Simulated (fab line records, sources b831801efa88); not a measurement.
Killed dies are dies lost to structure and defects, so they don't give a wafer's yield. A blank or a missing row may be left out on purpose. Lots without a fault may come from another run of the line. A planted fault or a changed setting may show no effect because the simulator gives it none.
fab line records | flow sky130
record lots=6 wafers=18 last_day=50
route steps=708 shown RES_XHIGH@339 SD_N@342 SD_P@359 PAD_OPEN@708
lots that met no fault: from a run of the same line without faults
start_h: hours from the record's first day to the start of the lot's first wafer shown | wait_h: hours since the lot's step before | " the same as in the row above | L1.1+2: a row that stands for several wafers | - no value, or no start given | * or withheld: withheld | < > ~ a bound
route shown NAME@n: a module of which the file shows steps, and the number in the route of the first | usual: mean/standard deviation of fault-free wafers | same: alike in all rows | chamber/n: place in a boat | sites: the reading at each site | _std_site: their standard deviation | _edge_site: outer sites' mean less inner sites' | radius_mm: how far each site lies from the wafer's centre | mask NAME#n: copy n | behind: the tool/chamber that last shaped the wafer | hold: why the lot was held/for how many hours/how that ended | device: the transistor (n, p or np) that didn't switch | end of line: the same wafers' tests at the end of the route | a step without rows: its recipe alone | killed: dies lost to structure and defects at the first sort, not the wafer's yield | map: a wafer's dies, x killed, . not, _ none there
set.NAME: the setting as run; set.NAME@STEP: as run at that earlier step | model.NAME: the simulator's own value behind a step, which no gauge read
lots at some steps of the route; a table a step, a row a wafer
services: from which hour (start_h, from the record's first day; less than 0 if before it) a tool's chamber was out of use, for how many hours, and why
## steps
# step SKY_RES_XHIGH_IMPLANT_07
# recipe species=BF2 energy_kev=20 dose_cm2=3.6e+14 tilt_deg=0
# step SKY_RES_XHIGH_STRIP_08
# recipe chemistry=O2/N2 power_w=1400 pressure_mtorr=1500 platen_temp_c=withheld o2_flow_sccm=3000 n2_flow_sccm=300 overash_fraction=0.5
# usual drypump_motor_current_A=5.9/0.36 oes_product_au=0.711/0.0041 strip_time_to_endpoint_s=14.27/0.033
# same overash_fraction=0.5
# columns lot.wafer tool chamber start_h wait_h drypump_motor_current_A oes_product_au rf_hours_counter_h strip_time_to_endpoint_s
L497.1 plasma_asher-02 0 669.53 0.1 5.7 0.714 52 14.24
L497.2 " 1 " " 6.2 0.710 52 14.30
L497.3 " 0 " " 5.7 0.711 - 14.29
L501.1 plasma_asher-03 1 704.47 0.1 6.1 0.709 101 14.30
L501.4 " 0 " " 5.9 0.706 - 14.26
L501.5 " 1 " " 6.1 0.703 - 14.28
L504.2 plasma_asher-02 1 722.34 0.1 6.2 0.718 57 14.30
L504.3 " 0 " " 5.7 0.708 - 14.27
L504.6 " 0 " " 5.7 0.708 - 14.28
L508.1 plasma_asher-02 0 764.43 0.1 5.7 0.711 61 14.28
L508.3 " 0 " " 5.7 0.707 - 14.28
L508.5 " 0 " " 5.7 0.703 - 14.29
L511.2 plasma_asher-01 1 776.83 0.1 5.2 0.709 35 14.28
L511.3 " 1 " " 5.2 0.706 - 14.24
L511.6 " 1 " " 5.1 0.707 - 14.25
L513.3 plasma_asher-01 0 787.30 0.1 6.3 0.715 - 14.24
L513.5 " 1 " " 5.2 0.713 - 14.28
L513.6 " 0 " " 6.3 0.713 - 14.32
# step SKY_RES_XHIGH_TW_MEAS_09
# usual RES_XHIGH_TW=1634/24
# columns lot.wafer tool chamber start_h wait_h RES_XHIGH_TW
L497.1 film_metro-01 - 669.63 0.1 1664
L497.2 " - " " 1666
L497.3 " - " " 1661
L501.1 film_metro-01 - 704.57 0.1 1651
L501.4 " - " " 1651
L501.5 " - " " 1654
L504.2 film_metro-02 - 722.45 0.1 1651
L504.3 " - " " 1649
L504.6 " - " " 1646
L508.1 film_metro-02 - 764.53 0.1 1649
L508.3 " - " " 1654
L508.5 " - " " 1649
L511.2 film_metro-03 - 776.98 0.1 1606
L511.3 " - " " 1611
L511.6 " - " " 1607
L513.3 film_metro-02 - 787.39 0.1 1637
L513.5 " - " " 1643
L513.6 " - " " 1641
# step SKY_SD_N_DEHYDRATE_00
# recipe temp_c=200 time_s=60
# step SKY_SD_N_HMDS_01
# recipe prime_time_s=60 prime_temp_c=120
# step SKY_SD_N_COAT_02
# recipe resist=NOVOLAK spin_rpm=3000 resist_thk_nm=1140
# step SKY_SD_N_SOFTBAKE_03
# recipe temp_c=90 time_s=60 resist=NOVOLAK
# step SKY_SD_N_EXPOSE_04
# recipe mask_id=NSDM na=0.6 source_shape=conventional sigma_outer=0.6 polarization=unpolarized target_cd_nm=380 dose_mj=141
# step SKY_SD_N_PEB_05
# recipe temp_c=withheld time_s=* resist=NOVOLAK
# step SKY_SD_N_DEVELOP_06
# recipe resist=NOVOLAK developer=TMAH develop_time_s=60 dev_temp_c=23
# step SKY_SD_N_CD_MEAS_07
# recipe target_cd_nm=380
# usual cd_nm=379.9/2.5
# columns lot.wafer tool chamber start_h wait_h cd_nm
L497.1 cd_sem-02 - 698.08 0.1 380.9
L497.2 " - " " 380.6
L497.3 " - " " 379.6
L501.1 cd_sem-01 - 732.13 0.1 379.9
L501.4 " - " " 380.1
L501.5 " - " " 380.0
L504.2 cd_sem-02 - 749.52 0.1 373.4
L504.3 " - " " 373.6
L504.6 " - " " 373.6
L508.1 cd_sem-02 - 791.60 0.1 383.0
L508.3 " - " " 380.3
L508.5 " - " " 380.8
L511.2 cd_sem-02 - 804.47 0.1 381.8
L511.3 " - " " 380.3
L511.6 " - " " 381.9
L513.3 cd_sem-02 - 814.44 0.1 380.8
L513.5 " - " " 379.9
L513.6 " - " " 380.1
# step SKY_SD_N_OVL_MEAS_08
# usual SD_N_OVL=-0.1/1.4
# columns lot.wafer tool chamber start_h wait_h SD_N_OVL[nm]
L497.1 overlay-02 - 698.20 0.1 -1.0
L497.2 " - " " -1.1
L497.3 " - " " -1.5
L501.1 overlay-02 - 732.25 0.1 -0.6
L501.4 " - " " -0.5
L501.5 " - " " -0.1
L504.2 overlay-02 - 749.62 0.1 0.8
L504.3 " - " " 2.1
L504.6 " - " " 1.7
L508.1 overlay-02 - 791.72 0.1 0.9
L508.3 " - " " 0.7
L508.5 " - " " 1.9
L511.2 overlay-01 - 804.57 0.1 0.1
L511.3 " - " " -1.0
L511.6 " - " " -0.2
L513.3 overlay-01 - 814.53 0.1 1.4
L513.5 " - " " -1.2
L513.6 " - " " 1.2
# step SKY_SD_N_IMPLANT_09
# recipe species=As energy_kev=50 dose_cm2=4e+15 tilt_deg=0
# usual beam_energy_keV=50.003/0.015 beam_on_s=19.9/1.1 end_station_pressure_torr=1.22e-05/8.6e-07
# columns lot.wafer tool chamber start_h wait_h beam_energy_keV beam_on_s end_station_pressure_torr model.implant.rp_nm model.implant.drp_nm
L497.1 implanter-01 0 698.23 0.0 49.981 20.7 1.14e-05 32.81 14.11
L497.2 " 0 " " 49.990 19.4 1.23e-05 32.81 14.11
L497.3 " 0 " " 50.017 20.2 1.23e-05 32.81 14.11
L501.1 implanter-03 0 732.28 0.0 63.184 20.9 1.27e-05 39.58 16.86
L501.4 " 0 " " 63.214 20.8 1.12e-05 39.58 16.86
L501.5 " 0 " " 63.194 21.4 1.13e-05 39.58 16.86
L504.2 implanter-03 0 749.68 0.0 63.173 21.4 1.21e-05 38.61 16.86
L504.3 " 0 " " 63.189 20.7 1.2e-05 38.61 16.86
L504.6 " 0 " " 63.188 20.8 1.17e-05 38.61 16.86
L508.1 implanter-01 0 791.75 0.0 50.007 19.9 1.1e-05 32.8 14.11
L508.3 " 0 " " 50.013 20.3 1.09e-05 32.8 14.11
L508.5 " 0 " " 50.014 19.9 1.3e-05 32.8 14.11
L511.2 implanter-01 0 804.63 0.0 49.996 20.2 1.17e-05 31.41 14.11
L511.3 " 0 " " 49.984 20.1 1.14e-05 31.41 14.11
L511.6 " 0 " " 49.978 20.6 1.19e-05 31.41 14.11
L513.3 implanter-03 0 814.60 0.1 50.011 20.7 1.19e-05 32.09 14.11
L513.5 " 0 " " 49.992 20.7 1.22e-05 32.09 14.11
L513.6 " 0 " " 49.998 21.1 1.12e-05 32.09 14.11
# step SKY_SD_N_IMPLANT_10
# recipe species=P energy_kev=20 dose_cm2=1e+14 tilt_deg=0
# step SKY_SD_N_STRIP_11
# recipe chemistry=O2/N2 power_w=1400 pressure_mtorr=1500 platen_temp_c=withheld o2_flow_sccm=2930 n2_flow_sccm=300 overash_fraction=0.5
# usual drypump_motor_current_A=5.8/0.39 oes_product_au=0.527/0.0044 strip_time_to_endpoint_s=22.58/0.039
# same overash_fraction=0.5
# columns lot.wafer tool chamber start_h wait_h drypump_motor_current_A oes_product_au rf_hours_counter_h strip_time_to_endpoint_s
L497.1 plasma_asher-01 0 698.53 0.1 6.3 0.518 27 22.46
L497.2 " 1 " " 5.2 0.528 27 22.49
L497.3 " 0 " " 6.3 0.532 - 22.51
L501.1 plasma_asher-03 0 732.58 0.1 5.9 0.505 104 24.54
L501.4 " 1 " " 6.1 0.504 - 24.51
L501.5 " 0 " " 5.9 0.496 - 24.55
L504.2 plasma_asher-03 1 749.95 0.1 6.1 0.499 1 24.57
L504.3 " 0 " " 6.0 0.512 - 24.53
L504.6 " 0 " " 5.9 0.501 - 24.57
L508.1 plasma_asher-04 0 792.05 0.1 5.3 0.530 97 22.61
L508.3 " 1 " " 5.7 0.527 - 22.65
L508.5 " 0 " " 5.3 0.525 - 22.62
L511.2 plasma_asher-01 1 804.90 0.1 5.2 0.522 38 22.58
L511.3 " 1 " " 5.1 0.529 - 22.59
L511.6 " 0 " " 6.3 0.533 - 22.53
L513.3 plasma_asher-03 0 814.89 0.1 6.0 0.521 - 22.56
L513.5 " 1 " " 6.1 0.525 - 22.56
L513.6 " 0 " " 5.9 0.527 - 22.57
# step SKY_SD_N_TW_MEAS_12
# usual SD_N_TW=3967/56
# columns lot.wafer tool chamber start_h wait_h SD_N_TW
L497.1 film_metro-01 - 698.63 0.1 4027
L497.2 " - " " 4027
L497.3 " - " " 4014
L501.1 film_metro-01 - 732.68 0.1 4284
L501.4 " - " " 4269
L501.5 " - " " 4324
L504.2 film_metro-03 - 750.06 0.1 4131
L504.3 " - " " 4146
L504.6 " - " " 4141
L508.1 film_metro-01 - 792.15 0.1 4029
L508.3 " - " " 4024
L508.5 " - " " 4023
L511.2 film_metro-03 - 805.01 0.1 3932
L511.3 " - " " 3907
L511.6 " - " " 3922
L513.3 film_metro-03 - 814.97 0.1 3924
L513.5 " - " " 3914
L513.6 " - " " 3939
# step SKY_SD_N_CLEAN_13
# recipe chemistry=SC1/SC2 mix=1:4:20 temp_c=70 time_s=150 dry=n2_spin
# step SKY_SD_N_RTA_14
# recipe temp_c=1075 time_s=2 idle_temp_c=650 ramp_up_c_per_s=150 ramp_down_c_per_s=90 ambient=N2
# usual lamp_power_pct=15.74/0.053 wafer_temp_C_max=1078.3/1.4
# columns lot.wafer tool chamber start_h wait_h lamp_power_pct wafer_temp_C_max
L497.1 rtp_anneal-02 0 698.75 0.0 15.73 1078.3
L497.2 " 0 " " 15.72 1077.4
L497.3 " 0 " " 15.77 1077.6
L501.1 rtp_anneal-02 0 732.79 0.0 15.79 1077.0
L501.4 " 0 " " 15.72 1076.2
L501.5 " 0 " " 15.78 1076.5
L504.2 rtp_anneal-01 0 750.17 0.0 15.69 1078.2
L504.3 " 0 " " 15.77 1078.0
L504.6 " 0 " " 15.76 1078.4
L508.1 rtp_anneal-02 0 792.26 0.0 15.77 1076.5
L508.3 " 0 " " 15.81 1078.4
L508.5 " 0 " " 15.77 1078.7
L511.2 rtp_anneal-01 0 805.12 0.0 15.76 1078.7
L511.3 " 0 " " 15.73 1081.5
L511.6 " 0 " " 15.59 1078.2
L513.3 rtp_anneal-01 0 815.08 0.0 15.69 1080.4
L513.5 " 0 " " 15.78 1079.4
L513.6 " 0 " " 15.71 1077.3
# step SKY_SD_N_RS_MEAS_16
# recipe thk_meas_gauge=four-point-probe
# usual SD_N_RS=68.55/0.12
# columns lot.wafer tool chamber start_h wait_h SD_N_RS[ohm/sq]
L497.1 film_metro-03 - 698.92 0.1 68.57
L497.2 " - " " 68.45
L497.3 " - " " 68.45
L501.1 film_metro-01 - 732.97 0.1 60.39
L501.4 " - " " 60.35
L501.5 " - " " 60.36
L504.2 film_metro-02 - 750.36 0.1 60.42
L504.3 " - " " 60.41
L504.6 " - " " 60.52
L508.1 film_metro-02 - 792.44 0.1 68.45
L508.3 " - " " 68.60
L508.5 " - " " 68.60
L511.2 film_metro-02 - 805.31 0.1 68.53
L511.3 " - " " 68.52
L511.6 " - " " 68.59
L513.3 film_metro-02 - 815.28 0.1 68.64
L513.5 " - " " 68.70
L513.6 " - " " 68.64
# step SKY_SD_N_RS_MEAS_17
# recipe thk_meas_gauge=four-point-probe
# usual SD_P_RS=146.1/0.37
# columns lot.wafer tool chamber start_h wait_h SD_P_RS[ohm/sq]
L497.1 film_metro-03 - 699.04 0.1 146.3
L497.2 " - " " 145.9
L497.3 " - " " 146.2
L501.1 film_metro-01 - 733.09 0.1 145.6
L501.4 " - " " 145.5
L501.5 " - " " 145.3
L504.2 film_metro-02 - 750.48 0.1 145.6
L504.3 " - " " 145.3
L504.6 " - " " 145.6
L508.1 film_metro-02 - 792.56 0.1 145.4
L508.3 " - " " 146.3
L508.5 " - " " 145.8
L511.2 film_metro-02 - 805.43 0.1 146.0
L511.3 " - " " 145.8
L511.6 " - " " 145.9
L513.3 film_metro-02 - 815.40 0.1 146.5
L513.5 " - " " 146.8
L513.6 " - " " 146.5
# step SKY_PAD_OPEN_PROBE_99
# usual killed_at_M0_to_M3=42/6.3 killed_at_M4_up=2.8/1.9 killed_at_contacts=23/5.3 killed_at_front_end=16/4.3 killed_at_other=0.2/0.51 killed_dies=84/9.3 killed_on_rim=16/4.2 killed_open=46/7.6 killed_short=38/6.3
# same gross_dies=492 killed_at_back_side=0
# columns lot.wafer tool chamber start_h wait_h killed_at_M0_to_M3 killed_at_M4_up killed_at_contacts killed_at_front_end killed_at_other killed_dies killed_on_rim killed_open killed_short model.etest.res_ndiff.line_ohm_um model.etest.sonos_uncharged.r_on_ohm_um model.etest.res_ndiff.rs_ohm_sq model.etest.res_ndiff_hv.rs_ohm_sq model.etest.nfet_01v8_lvt.vt_sat_v
L497.1 prober-02 - 1117.23 0.1 48 5 17 17 0 87 21 45 42 747 807.7 118.7 112.3 0.5565
L497.2 prober-02 - 1117.28 0.1 43 2 21 14 0 80 17 47 33 748.7 808.1 118.2 112.7 0.5512
L497.3 prober-02 - 1117.33 0.2 42 0 16 15 0 73 11 36 37 745.9 796.7 118.4 112 0.5517
L501.1 prober-01 - 1140.70 0.1 39 3 23 15 0 80 19 47 33 683.9 784.3 106.8 102.4 0.5256
L501.4 prober-01 - 1140.85 0.2 52 5 25 13 0 95 24 55 40 676.2 800.8 105.9 101.3 0.5334
L501.5 prober-01 - 1140.90 0.2 44 5 29 14 0 92 17 50 42 664.9 776.5 106 101 0.5184
L504.2 prober-01 - 1151.89 0.1 36 2 26 10 0 74 11 52 22 718.5 815.3 107.7 102.5 0.531
L504.3 prober-01 - 1151.94 0.2 34 2 28 12 0 76 17 42 34 697.2 800.1 108.2 102.2 0.5275
L504.6 prober-01 - 1152.09 0.2 42 3 21 14 0 80 9 45 35 705.6 799.7 107.4 102.3 0.5262
L508.1 prober-02 - 1177.95 0.1 41 4 30 18 0 93 21 50 43 774.3 816.3 118.8 113.5 0.5527
L508.3 prober-02 - 1178.05 0.2 43 2 25 16 1 87 19 43 44 766.3 803.5 118.8 113.1 0.5433
L508.5 prober-02 - 1178.15 0.2 31 3 23 9 0 66 7 28 38 770.3 806 118.5 111.9 0.5579
L511.2 prober-01 - 1188.16 0.1 47 0 20 5 0 72 17 38 34 761.9 809.4 122.3 116 0.5488
L511.3 prober-01 - 1188.21 0.2 46 2 19 14 0 81 17 46 35 753.4 811.7 121.3 115.9 0.5548
L511.6 prober-01 - 1188.36 0.2 39 2 22 15 0 78 22 39 38 758.9 813.1 121.7 116.1 0.5446
L513.3 prober-01 - 1196.59 0.2 51 2 17 23 0 93 14 52 41 773.9 820.8 119.8 114 0.5404
L513.5 prober-01 - 1196.69 0.2 36 0 35 28 0 99 22 55 44 766.9 830.1 120.5 114.3 0.5374
L513.6 prober-01 - 1196.74 0.2 55 2 25 22 0 104 20 58 46 757.8 835.4 119.7 114.2 0.5471
# killed by level:class
L497.1 VIA3:geometric_particle:open=10 CONTACT:geometric_particle:open=8 VIA1:geometric_particle:open=8 METAL1:geometric_particle:short=8 VIA2:geometric_particle:open=6 METAL2:geometric_particle:short=5 METAL4:geometric_particle:short=5 FIELD_ISO:geometric_particle:short=4
L497.2 VIA1:geometric_particle:open=11 LI_CONTACT:geometric_particle:open=8 CONTACT:geometric_particle:open=7 METAL1:geometric_particle:short=5 FIELD_ISO:geometric_particle:open=4 VIA1:geometric_particle:short=4 METAL2:geometric_particle:short=4 VIA2:geometric_particle:short=4
L497.3 VIA1:geometric_particle:open=11 METAL1:geometric_particle:short=7 METAL2:geometric_particle:short=5 VIA2:geometric_particle:open=5 POLY_GATE:geometric_particle:open=4 LI_CONTACT:geometric_particle:short=4 LI_CONTACT:geometric_particle:open=4 LOCAL_INTERCONNECT:geometric_particle:short=4
L501.1 CONTACT:geometric_particle:open=13 VIA1:geometric_particle:open=8 VIA1:geometric_particle:short=8 FIELD_ISO:geometric_particle:open=7 METAL2:geometric_particle:short=4 LI_CONTACT:geometric_particle:open=4 VIA2:geometric_particle:open=4 POLY_GATE:geometric_particle:open=3
L501.4 VIA1:geometric_particle:open=10 VIA3:geometric_particle:open=10 VIA2:geometric_particle:open=9 LI_CONTACT:geometric_particle:open=7 CONTACT:geometric_particle:open=7 CONTACT:geometric_particle:short=6 LOCAL_INTERCONNECT:geometric_particle:short=5 METAL1:geometric_particle:short=5
L501.5 CONTACT:geometric_particle:open=15 VIA1:geometric_particle:short=8 LOCAL_INTERCONNECT:geometric_particle:short=7 VIA1:geometric_particle:open=7 VIA2:geometric_particle:open=6 FIELD_ISO:geometric_particle:open=4 POLY_GATE:geometric_particle:short=4 LI_CONTACT:geometric_particle:open=4
L504.2 VIA1:geometric_particle:open=14 CONTACT:geometric_particle:open=13 LI_CONTACT:geometric_particle:open=9 VIA2:geometric_particle:open=7 VIA1:geometric_particle:short=4 FIELD_ISO:geometric_particle:short=3 METAL1:geometric_particle:short=3 VIA3:geometric_particle:open=3
L504.3 LI_CONTACT:geometric_particle:open=8 CONTACT:geometric_particle:open=7 FIELD_ISO:geometric_particle:open=6 VIA2:geometric_particle:open=6 VIA3:geometric_particle:open=5 CONTACT:geometric_particle:short=5 LI_CONTACT:geometric_particle:short=4 LOCAL_INTERCONNECT:geometric_particle:short=4
L504.6 LI_CONTACT:geometric_particle:open=12 VIA1:geometric_particle:open=8 VIA2:geometric_particle:open=7 VIA1:geometric_particle:short=6 VIA3:geometric_particle:open=6 CONTACT:geometric_particle:open=5 VIA2:geometric_particle:short=5 FIELD_ISO:geometric_particle:short=4
L508.1 CONTACT:geometric_particle:open=14 FIELD_ISO:geometric_particle:short=9 VIA2:geometric_particle:open=8 METAL1:geometric_particle:short=8 VIA1:geometric_particle:open=7 LI_CONTACT:geometric_particle:open=5 VIA2:geometric_particle:short=5 LOCAL_INTERCONNECT:geometric_particle:short=4
L508.3 VIA2:geometric_particle:open=8 LI_CONTACT:geometric_particle:open=7 CONTACT:geometric_particle:open=7 METAL2:geometric_particle:short=7 CONTACT:geometric_particle:short=6 FIELD_ISO:geometric_particle:open=5 METAL1:geometric_particle:short=5 VIA3:geometric_particle:open=5
L508.5 VIA1:geometric_particle:open=8 CONTACT:geometric_particle:short=7 CONTACT:geometric_particle:open=5 LI_CONTACT:geometric_particle:short=4 METAL1:geometric_particle:short=4 VIA2:geometric_particle:open=4 VIA3:geometric_particle:short=3 LI_CONTACT:geometric_particle:open=3
L511.2 VIA1:geometric_particle:open=16 METAL2:geometric_particle:short=7 CONTACT:geometric_particle:open=7 VIA1:geometric_particle:short=7 LI_CONTACT:geometric_particle:open=4 METAL3:geometric_particle:short=4 VIA3:geometric_particle:short=3 CONTACT:geometric_particle:short=3
L511.3 LI_CONTACT:geometric_particle:open=10 VIA3:geometric_particle:open=8 METAL2:geometric_particle:short=8 VIA1:geometric_particle:open=7 VIA2:geometric_particle:open=7 METAL1:geometric_particle:short=6 FIELD_ISO:geometric_particle:short=5 POLY_GATE:geometric_particle:open=5
L511.6 VIA1:geometric_particle:open=12 LI_CONTACT:geometric_particle:open=6 VIA3:geometric_particle:short=6 FIELD_ISO:geometric_particle:open=5 CONTACT:geometric_particle:open=5 POLY_GATE:geometric_particle:short=5 CONTACT:geometric_particle:short=5 VIA2:geometric_particle:open=5
L513.3 VIA1:geometric_particle:open=15 CONTACT:geometric_particle:open=9 VIA2:geometric_particle:open=8 FIELD_ISO:geometric_particle:short=6 FIELD_ISO:geometric_particle:open=6 METAL1:geometric_particle:short=6 VIA1:geometric_particle:short=6 VIA3:geometric_particle:open=6
L513.5 CONTACT:geometric_particle:open=23 FIELD_ISO:geometric_particle:short=12 VIA1:geometric_particle:open=7 METAL1:geometric_particle:short=6 VIA1:geometric_particle:short=6 POLY_GATE:geometric_particle:open=5 LI_CONTACT:geometric_particle:open=5 POLY_GATE:geometric_particle:short=4
L513.6 VIA1:geometric_particle:open=14 POLY_GATE:geometric_particle:open=8 CONTACT:geometric_particle:open=8 VIA1:geometric_particle:short=8 LI_CONTACT:geometric_particle:open=7 CONTACT:geometric_particle:short=7 VIA2:geometric_particle:open=7 METAL1:geometric_particle:short=5
## services
# columns tool chamber start_h hours kind
plasma_asher-04 - 666.31 0.5 repair
rtp_anneal-02 - 666.87 4.1 pm
implanter-01 - 680.62 4.9 repair
implanter-03 - 681.33 4.5 pm
plasma_asher-01 - 698.82 3.3 repair
implanter-01 - 721.43 0.9 repair
implanter-01 - 725.50 16.0 pm
implanter-03 - 725.93 3.5 repair
plasma_asher-03 - 733.75 9.0 pm
plasma_asher-03 0 733.75 9.0 vent_cycle
plasma_asher-03 1 733.75 9.0 vent_cycle
plasma_asher-03 0 742.75 - clean
plasma_asher-03 1 742.75 - clean
rtp_anneal-02 - 757.52 6.0 pm
## key
first_sign step=SKY_SD_N_IMPLANT_09 reading=beam_energy_keV direction=up sigmas=99+ usual=* struck=*
effect step=SKY_SD_N_STRIP_11 reading=strip_time_to_endpoint_s direction=up sigmas=50 usual=* struck=*
effect step=SKY_SD_N_TW_MEAS_12 reading=SD_N_TW direction=up sigmas=4.4 usual=3967 struck=4216
effect step=SKY_SD_N_RS_MEAS_16 reading=SD_N_RS direction=down sigmas=71 usual=68.55 struck=60.41
model_effect step=SKY_SD_N_IMPLANT_09 value=implant.rp_nm without=32.24 struck=39.1
model_effect step=SKY_PAD_OPEN_PROBE_99 value=etest.res_ndiff.line_ohm_um without=771.6 struck=691
met_at SKY_SD_N_IMPLANT_09
struck_wafers L501.1,L501.4,L501.5,L504.2,L504.3,L504.6
tester_left_out L501,L504
fault kind=process_parameter_drift tool=implanter-03 chamber=- onset_h=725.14 steps=SKY_SD_N_IMPLANT_09 channel=energy_kev offset=* shape=step end_h=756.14 acts_in=* stated=*
# tester_left_out: of these lots the tester's yield and bins aren't shown, on N5 and GAA mostly nor the transistor test; their killed dies are dies lost to structure and defects alone, not to doping, threshold or leakage, so they don't give the yield
